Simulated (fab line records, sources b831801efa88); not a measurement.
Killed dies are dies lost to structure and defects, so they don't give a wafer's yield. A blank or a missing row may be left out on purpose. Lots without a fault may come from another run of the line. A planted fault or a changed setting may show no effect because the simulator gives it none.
One fault seen from 2 desks | flow sky130 | each desk has only its own numbers; what lay behind them comes last

THE TOOL OWNER'S DESK: rie_diel-01
The tool's own readings at SKY_PASSIVATION_ETCH_11 (etches the open film in CF4/O2, stops on AlCu, target depth 725 nm, time 161.1 s): means of the sampled wafers that have a number, for each lot that ran on this tool. A lot is out of limits, marked OUT, if its mean lies more than 4 standard deviations from the usual mean; the brackets give that distance.
Columns: A = drypump_motor_current_A at SKY_PASSIVATION_ETCH_11, usual 5.6 A; B = oes_product_au at SKY_PASSIVATION_ETCH_11, usual 0.977 a.u.; C = rf_fwd_power_W at SKY_PASSIVATION_ETCH_11, usual 797.3 W; D = throttle_valve_pct at SKY_PASSIVATION_ETCH_11, usual 5.963 %
lot  | first seen here | A   | B     | C               | D
L897 | day 45 00:58    | 5.4 | 0.978 | 795.2           | 5.969
L899 | day 45 18:10    | 5.7 | 0.982 | 797.9           | 5.969
L901 | day 45 21:58    | 6.2 | 0.986 | 926.0 (+54) OUT | 5.965
L904 | day 46 20:46    | 5.4 | 0.986 | 926.1 (+54) OUT | 5.973
L916 | day 49 17:07    | 5.9 | 0.979 | 795.8           | 5.965
L918 | day 49 20:01    | 5.7 | 0.972 | 797.3           | 5.956
L920 | day 50 04:34    | 6.1 | 0.980 | 796.4           | 5.966
This desk's finding: out of limits on L901, L904; first on L901, day 45 21:58 (rf_fwd_power_W at SKY_PASSIVATION_ETCH_11). In limits: L897, L899, L916, L918, L920.

THE METROLOGY DESK
What the gauges read, lot by lot, whatever tool the lot ran on: means of the sampled wafers that have a number. A lot is out of limits, marked OUT, if its mean lies more than 4 standard deviations from the usual mean; the brackets give that distance.
Columns: A = VIA4_OVL at SKY_VIA4_OVL_MEAS_11, usual 0.5 nm
lot  | first seen here | A
L897 | day 43 00:22    | 0.3
L898 | day 43 01:05    | -1.3
L899 | day 43 18:47    | 2.4
L901 | day 43 23:20    | -0.6
L904 | day 45 00:10    | -1.8
L906 | day 45 02:16    | -0.6
L916 | day 48 04:10    | 1.1
L918 | day 48 07:04    | 0.4
L917 | day 48 08:49    | 0.1
L919 | day 48 13:02    | -1.1
L920 | day 48 14:26    | 0.6
This desk's finding: nothing out of limits on any of the 11 lots.

PUT TOGETHER
The tool owner's desk could have raised an alarm at day 45 21:58, on L901, L904.
The metrology desk saw nothing out of limits.
The metrology desk has L901, L904 on record, within its limits.
Of the lots named, all ran SKY_PASSIVATION_ETCH_11 on rie_diel-01.

WHAT THE SIMULATOR HAD PUT IN
Process parameter drift: rie_diel-01, from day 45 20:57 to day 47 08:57, at SKY_PASSIVATION_ETCH_11. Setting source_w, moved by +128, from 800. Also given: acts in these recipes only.
Lots struck among those shown: L901, L904.
Hours from the fault's start to each desk's first reading out of limits: the tool owner's desk, 1.
